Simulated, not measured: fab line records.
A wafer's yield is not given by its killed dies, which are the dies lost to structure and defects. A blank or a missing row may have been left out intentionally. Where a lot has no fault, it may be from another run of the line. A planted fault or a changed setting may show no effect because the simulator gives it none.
fab line records + flow sky130 + part 2 of 2: steps 28 to 38 of 38
record
- lots=5
- wafers=15
- last_day=49
route steps=708 shown VT_ADJUST_NCORE@121 VT_ADJUST_HVTR@131 VT_ADJUST_PCH@143 SONOS_TUNNEL@154
lots with no fault: from the same line, run without faults
start_h: hours from the record's first day to the start of the lot's first wafer shown + wait_h: hours from the lot's prior step to this one + " identical to the entry in the row above + L1.1+2: one row covering several wafers at once + - either no value or no given start + * or withheld: withheld + < > ~ a bound
route shown NAME@n: NAME is a module with steps in the file, n the number in the route of the first one + usual: the fault-free wafers' mean and standard deviation + same: alike in all rows + chamber/n: place in a boat + sites: each site's reading + _std_site: standard deviation of those values + _edge_site: outer sites' mean less inner sites' + radius_mm: how far each site lies from the wafer's centre + mask NAME#n: copy n + behind: the most recent tool/chamber to have shaped the wafer + hold: why the lot was held/for how many hours/how that ended + device: which transistor (n, p or np) failed to switch + end of line: tests run on the same wafers once the route is complete + a step with no rows: only its recipe + killed: dies that structure and defects cost at the first sort, which is not the same as the wafer's yield + map: the dies of a wafer, with x for killed, . for not killed, _ for no die there
set.NAME: the run value of the setting; set.NAME@STEP: its run value at that earlier step + model.NAME: the simulator's own value behind a step, which no gauge read
lots at selected steps of the route; one table per step, one row per wafer
services: from which hour (start_h, from the record's first day; less than 0 if before it) a tool's chamber was out of use, for how many hours, and why
## steps
# step SKY_VT_ADJUST_PCH_PEB_05
# recipe
- temp_c=115
- time_s=withheld
# usual
- exhaust_pa=45.2/1.1
| lot.wafer | tool           | chamber | start_h | wait_h | exhaust_pa |
|-----------|----------------|---------|---------|--------|------------|
| L074.3    | litho_track-04 | 0       | -       | -      | 44.5       |
| L074.4    | "              | 0       | "       | "      | 44.7       |
| L074.5    | "              | 0       | "       | "      | 43.9       |
| L080.2    | litho_track-02 | 0       | -       | -      | 46.6       |
| L080.4    | "              | 0       | "       | "      | 46.0       |
| L080.5    | "              | 0       | "       | "      | 44.5       |
| L081.2    | litho_track-02 | 0       | -       | -      | 44.8       |
| L081.5    | "              | 0       | "       | "      | 44.8       |
| L081.6    | "              | 0       | "       | "      | 44.7       |
| L082.1    | litho_track-04 | 0       | -       | -      | 46.4       |
| L082.3    | "              | 0       | "       | "      | 47.5       |
| L082.6    | "              | 0       | "       | "      | 46.0       |
| L090.3    | litho_track-04 | 0       | -       | -      | 44.7       |
| L090.4    | "              | 0       | "       | "      | 45.5       |
| L090.6    | "              | 0       | "       | "      | 45.7       |
# step SKY_VT_ADJUST_PCH_DEVELOP_06
# recipe
- wall_angle_deg=90
- developer=TMAH
- develop_time_s=60
- dev_temp_c=23
# usual
- exhaust_pa=44.8/1
| lot.wafer | tool           | chamber | start_h | wait_h | exhaust_pa |
|-----------|----------------|---------|---------|--------|------------|
| L074.3    | litho_track-04 | 0       | -       | -      | 45.6       |
| L074.4    | "              | 0       | "       | "      | 47.3       |
| L074.5    | "              | 0       | "       | "      | 44.9       |
| L080.2    | litho_track-02 | 0       | -       | -      | 45.6       |
| L080.4    | "              | 0       | "       | "      | 45.3       |
| L080.5    | "              | 0       | "       | "      | 44.3       |
| L081.2    | litho_track-02 | 0       | -       | -      | 43.2       |
| L081.5    | "              | 0       | "       | "      | 44.4       |
| L081.6    | "              | 0       | "       | "      | 42.9       |
| L082.1    | litho_track-04 | 0       | -       | -      | 44.4       |
| L082.3    | "              | 0       | "       | "      | 46.3       |
| L082.6    | "              | 0       | "       | "      | 46.4       |
| L090.3    | litho_track-04 | 0       | -       | -      | 45.3       |
| L090.4    | "              | 0       | "       | "      | 43.5       |
| L090.6    | "              | 0       | "       | "      | 44.3       |
# step SKY_VT_ADJUST_PCH_OVL_MEAS_07
# usual
- VT_ADJUST_PCH_OVL=-1.9/1.3
| lot.wafer | tool       | chamber | start_h | wait_h | VT_ADJUST_PCH_OVL[nm] |
|-----------|------------|---------|---------|--------|-----------------------|
| L074.3    | overlay-02 | -       | 222.74  | -      | -1.0                  |
| L074.4    | "          | -       | "       | "      | -0.9                  |
| L074.5    | "          | -       | "       | "      | -0.9                  |
| L080.2    | overlay-02 | -       | 269.58  | -      | -1.5                  |
| L080.4    | "          | -       | "       | "      | -4.7                  |
| L080.5    | "          | -       | "       | "      | -4.5                  |
| L081.2    | overlay-01 | -       | 278.53  | -      | -2.9                  |
| L081.5    | "          | -       | "       | "      | -1.9                  |
| L081.6    | "          | -       | "       | "      | -2.5                  |
| L082.1    | overlay-02 | -       | 294.78  | -      | -0.9                  |
| L082.3    | "          | -       | "       | "      | -2.3                  |
| L082.6    | "          | -       | "       | "      | 0.6                   |
| L090.3    | overlay-01 | -       | 353.89  | -      | -4.1                  |
| L090.4    | "          | -       | "       | "      | -3.9                  |
| L090.6    | "          | -       | "       | "      | -3.4                  |
# step SKY_VT_ADJUST_PCH_IMPLANT_08
# recipe
- species=B
- energy_kev=10
- dose_cm2=5e+11
- tilt_deg=withheld
| lot.wafer  | tool         | chamber | start_h | wait_h |
|------------|--------------|---------|---------|--------|
| L074.3+4+5 | implanter-03 | 0       | 222.82  | 0.1    |
| L080.2+4+5 | implanter-03 | 0       | 269.63  | 0.0    |
| L081.2+5+6 | implanter-03 | 0       | 278.66  | 0.1    |
| L082.1+3+6 | implanter-03 | 0       | 294.82  | 0.0    |
| L090.3+4+6 | implanter-01 | 0       | 353.97  | 0.1    |
# step SKY_VT_ADJUST_PCH_STRIP_09
# recipe
- chemistry=O2/N2
- power_w=1400
- pressure_mtorr=1500
- platen_temp_c=withheld
- o2_flow_sccm=3000
- n2_flow_sccm=300
- overash_fraction=0.5
# usual
- drypump_motor_current_A=5.7/0.47
- oes_product_au=0.723/0.0047
- strip_time_to_endpoint_s=36.91/0.092
| lot.wafer | tool            | chamber | start_h | wait_h | drypump_motor_current_A | oes_product_au | rf_hours_counter_h | strip_time_to_endpoint_s |
|-----------|-----------------|---------|---------|--------|-------------------------|----------------|--------------------|--------------------------|
| L074.3    | plasma_asher-03 | 0       | 222.95  | 0.1    | 5.9                     | 0.727          | -                  | 36.81                    |
| L074.4    | "               | 1       | "       | "      | 6.5                     | 0.721          | -                  | 36.79                    |
| L074.5    | "               | 0       | "       | "      | 5.9                     | 0.721          | -                  | 36.92                    |
| L080.2    | plasma_asher-01 | 1       | 269.76  | 0.1    | 5.2                     | 0.729          | 58                 | 36.96                    |
| L080.4    | "               | 0       | "       | "      | 5.2                     | 0.724          | -                  | 36.95                    |
| L080.5    | "               | 0       | "       | "      | 5.2                     | 0.719          | -                  | 36.81                    |
| L081.2    | plasma_asher-01 | 1       | 278.78  | 0.1    | 5.2                     | 0.727          | 59                 | 36.92                    |
| L081.5    | "               | 1       | "       | "      | 5.2                     | 0.726          | -                  | 36.86                    |
| L081.6    | "               | 0       | "       | "      | 5.2                     | 0.727          | -                  | 36.79                    |
| L082.1    | plasma_asher-03 | 0       | 294.97  | 0.1    | 5.8                     | 0.724          | 17                 | 36.83                    |
| L082.3    | "               | 0       | "       | "      | 5.8                     | 0.722          | -                  | 36.86                    |
| L082.6    | "               | 1       | "       | "      | 6.5                     | 0.722          | -                  | 36.93                    |
| L090.3    | plasma_asher-03 | 1       | 354.10  | 0.1    | 6.5                     | 0.723          | -                  | 36.92                    |
| L090.4    | "               | 0       | "       | "      | 5.9                     | 0.728          | -                  | 36.91                    |
| L090.6    | "               | 1       | "       | "      | 6.5                     | 0.723          | -                  | 36.88                    |
# step SKY_VT_ADJUST_PCH_TW_MEAS_10
# usual
- VT_ADJUST_PCH_TW=144.0/0.69
| lot.wafer | tool          | chamber | start_h | wait_h | VT_ADJUST_PCH_TW |
|-----------|---------------|---------|---------|--------|------------------|
| L074.3    | film_metro-01 | -       | 223.04  | 0.1    | 144.7            |
| L074.4    | "             | -       | "       | "      | 145.0            |
| L074.5    | "             | -       | "       | "      | 144.3            |
| L080.2    | film_metro-04 | -       | 269.87  | 0.1    | 144.6            |
| L080.4    | "             | -       | "       | "      | 144.2            |
| L080.5    | "             | -       | "       | "      | 143.7            |
| L081.2    | film_metro-04 | -       | 278.89  | 0.1    | 143.7            |
| L081.5    | "             | -       | "       | "      | 143.7            |
| L081.6    | "             | -       | "       | "      | 144.9            |
| L082.1    | film_metro-04 | -       | 295.07  | 0.1    | 143.5            |
| L082.3    | "             | -       | "       | "      | 143.6            |
| L082.6    | "             | -       | "       | "      | 143.5            |
| L090.3    | film_metro-01 | -       | 354.19  | 0.1    | 144.7            |
| L090.4    | "             | -       | "       | "      | 144.9            |
| L090.6    | "             | -       | "       | "      | 145.1            |
# step SKY_SONOS_TUNNEL_DEHYDRATE_00
# recipe
- temp_c=200
- time_s=60
# usual
- exhaust_pa=45.1/0.87
| lot.wafer | tool           | chamber | start_h | wait_h | exhaust_pa |
|-----------|----------------|---------|---------|--------|------------|
| L074.3    | litho_track-03 | 0       | 233.61  | 10.6   | 45.7       |
| L074.4    | "              | 0       | "       | "      | 47.0       |
| L074.5    | "              | 0       | "       | "      | 45.1       |
| L080.2    | litho_track-02 | 0       | 281.80  | 11.9   | 44.8       |
| L080.4    | "              | 0       | "       | "      | 45.7       |
| L080.5    | "              | 0       | "       | "      | 44.7       |
| L081.2    | litho_track-01 | 0       | 291.05  | 12.1   | 45.5       |
| L081.5    | "              | 0       | "       | "      | 45.7       |
| L081.6    | "              | 0       | "       | "      | 45.8       |
| L082.1    | litho_track-03 | 0       | 306.66  | 11.6   | 45.6       |
| L082.3    | "              | 0       | "       | "      | 46.1       |
| L082.6    | "              | 0       | "       | "      | 44.6       |
| L090.3    | litho_track-03 | 0       | 367.81  | 13.6   | 43.7       |
| L090.4    | "              | 0       | "       | "      | 44.3       |
| L090.6    | "              | 0       | "       | "      | 45.6       |
# step SKY_SONOS_TUNNEL_HMDS_01
# recipe
- prime_time_s=60
- prime_temp_c=120
# usual
- exhaust_pa=45.2/0.85
- prime_temp_c=119.97/0.14
| lot.wafer | tool           | chamber | start_h | wait_h | exhaust_pa | prime_temp_c |
|-----------|----------------|---------|---------|--------|------------|--------------|
| L074.3    | litho_track-03 | 0       | 233.76  | 0.1    | 46.0       | 120.11       |
| L074.4    | "              | 0       | "       | "      | 45.8       | 119.89       |
| L074.5    | "              | 0       | "       | "      | 45.5       | 119.75       |
| L080.2    | litho_track-02 | 0       | 281.95  | 0.1    | 45.3       | 119.81       |
| L080.4    | "              | 0       | "       | "      | 44.7       | 119.94       |
| L080.5    | "              | 0       | "       | "      | 45.4       | 120.25       |
| L081.2    | litho_track-01 | 0       | 291.20  | 0.1    | 43.2       | 120.09       |
| L081.5    | "              | 0       | "       | "      | 45.0       | 119.90       |
| L081.6    | "              | 0       | "       | "      | 44.5       | 120.01       |
| L082.1    | litho_track-03 | 0       | 306.81  | 0.1    | 44.1       | 119.97       |
| L082.3    | "              | 0       | "       | "      | 45.2       | 119.98       |
| L082.6    | "              | 0       | "       | "      | 44.2       | 120.03       |
| L090.3    | litho_track-03 | 0       | 367.96  | 0.1    | 43.7       | 119.90       |
| L090.4    | "              | 0       | "       | "      | 45.5       | 119.92       |
| L090.6    | "              | 0       | "       | "      | 45.4       | 120.18       |
# step SKY_SONOS_TUNNEL_COAT_02
# recipe
- resist=NOVOLAK
- spin_rpm=3000
- resist_thk_nm=1140
# usual
- exhaust_pa=45.1/0.98
| lot.wafer | tool           | chamber | start_h | wait_h | exhaust_pa |
|-----------|----------------|---------|---------|--------|------------|
| L074.3    | litho_track-03 | 0       | 233.91  | 0.1    | 46.2       |
| L074.4    | "              | 0       | "       | "      | 46.5       |
| L074.5    | "              | 0       | "       | "      | 45.4       |
| L080.2    | litho_track-02 | 0       | 282.10  | 0.1    | 44.5       |
| L080.4    | "              | 0       | "       | "      | 44.4       |
| L080.5    | "              | 0       | "       | "      | 44.6       |
| L081.2    | litho_track-01 | 0       | 291.35  | 0.1    | 45.5       |
| L081.5    | "              | 0       | "       | "      | 44.3       |
| L081.6    | "              | 0       | "       | "      | 46.7       |
| L082.1    | litho_track-03 | 0       | 306.96  | 0.1    | 46.1       |
| L082.3    | "              | 0       | "       | "      | 45.9       |
| L082.6    | "              | 0       | "       | "      | 44.4       |
| L090.3    | litho_track-03 | 0       | 368.11  | 0.1    | 43.4       |
| L090.4    | "              | 0       | "       | "      | 44.0       |
| L090.6    | "              | 0       | "       | "      | 43.7       |
# step SKY_SONOS_TUNNEL_SOFTBAKE_03
# recipe
- temp_c=90.68
- time_s=60
- resist=NOVOLAK
# usual
- exhaust_pa=45.0/0.82
| lot.wafer | tool           | chamber | start_h | wait_h | exhaust_pa |
|-----------|----------------|---------|---------|--------|------------|
| L074.3    | litho_track-03 | 0       | 234.06  | 0.1    | 43.8       |
| L074.4    | "              | 0       | "       | "      | 43.2       |
| L074.5    | "              | 0       | "       | "      | 44.0       |
| L080.2    | litho_track-02 | 0       | 282.25  | 0.1    | 44.8       |
| L080.4    | "              | 0       | "       | "      | 44.1       |
| L080.5    | "              | 0       | "       | "      | 44.6       |
| L081.2    | litho_track-01 | 0       | 291.50  | 0.1    | 45.2       |
| L081.5    | "              | 0       | "       | "      | 44.3       |
| L081.6    | "              | 0       | "       | "      | 45.9       |
| L082.1    | litho_track-03 | 0       | 307.11  | 0.1    | 45.0       |
| L082.3    | "              | 0       | "       | "      | 44.1       |
| L082.6    | "              | 0       | "       | "      | 45.7       |
| L090.3    | litho_track-03 | 0       | 368.26  | 0.1    | 44.5       |
| L090.4    | "              | 0       | "       | "      | 46.4       |
| L090.6    | "              | 0       | "       | "      | 45.5       |
# step SKY_SONOS_TUNNEL_EXPOSE_04
# recipe
- mask_id=TUNM
- na=0.6
- source_shape=conventional
- sigma_outer=0.6
- polarization=unpolarized
- target_cd_nm=410
- dose_mj=136
| lot.wafer  | tool             | chamber | start_h | wait_h | mask   |
|------------|------------------|---------|---------|--------|--------|
| L074.3+4+5 | iline_stepper-01 | 0       | -       | -      | TUNM#0 |
| L080.2+4+5 | iline_stepper-01 | 0       | -       | -      | TUNM#0 |
| L081.2+5+6 | iline_stepper-01 | 0       | -       | -      | TUNM#0 |
| L082.1+3+6 | iline_stepper-01 | 0       | -       | -      | TUNM#0 |
| L090.3+4+6 | iline_stepper-02 | 0       | -       | -      | TUNM#0 |
## services
| tool             | chamber | start_h | hours | kind   |
|------------------|---------|---------|-------|--------|
| plasma_asher-03  | -       | 154.01  | 2.8   | pm     |
| iline_stepper-01 | -       | 158.53  | 4.4   | pm     |
| plasma_asher-02  | -       | 170.95  | 0.4   | repair |
| iline_stepper-01 | -       | 189.01  | 4.8   | repair |
| iline_stepper-02 | -       | 196.78  | 1.7   | pm     |
| implanter-02     | -       | 208.79  | 6.6   | repair |
| implanter-03     | -       | 213.38  | 4.4   | pm     |
| implanter-02     | -       | 229.00  | 9.7   | repair |
| plasma_asher-03  | -       | 239.51  | 0.7   | repair |
| implanter-02     | -       | 239.78  | 6.4   | pm     |
| implanter-01     | -       | 256.39  | 4.1   | repair |
| iline_stepper-02 | -       | 258.62  | 7.2   | repair |
| iline_stepper-02 | -       | 263.84  | 9.6   | repair |
| implanter-01     | -       | 275.12  | 4.1   | pm     |
| iline_stepper-01 | -       | 278.59  | 1.7   | pm     |
| implanter-02     | -       | 285.37  | 3.9   | repair |
| implanter-03     | -       | 297.83  | 5.2   | repair |
| implanter-03     | -       | 319.19  | 0.5   | repair |
| plasma_asher-01  | -       | 335.35  | 4.2   | repair |
| plasma_asher-03  | -       | 336.64  | 6.1   | repair |
| plasma_asher-04  | -       | 338.96  | 2.3   | repair |
| implanter-03     | -       | 344.60  | 18.7  | repair |
| plasma_asher-02  | -       | 350.37  | 8.3   | repair |
| plasma_asher-02  | -       | 362.59  | 6.9   | pm     |
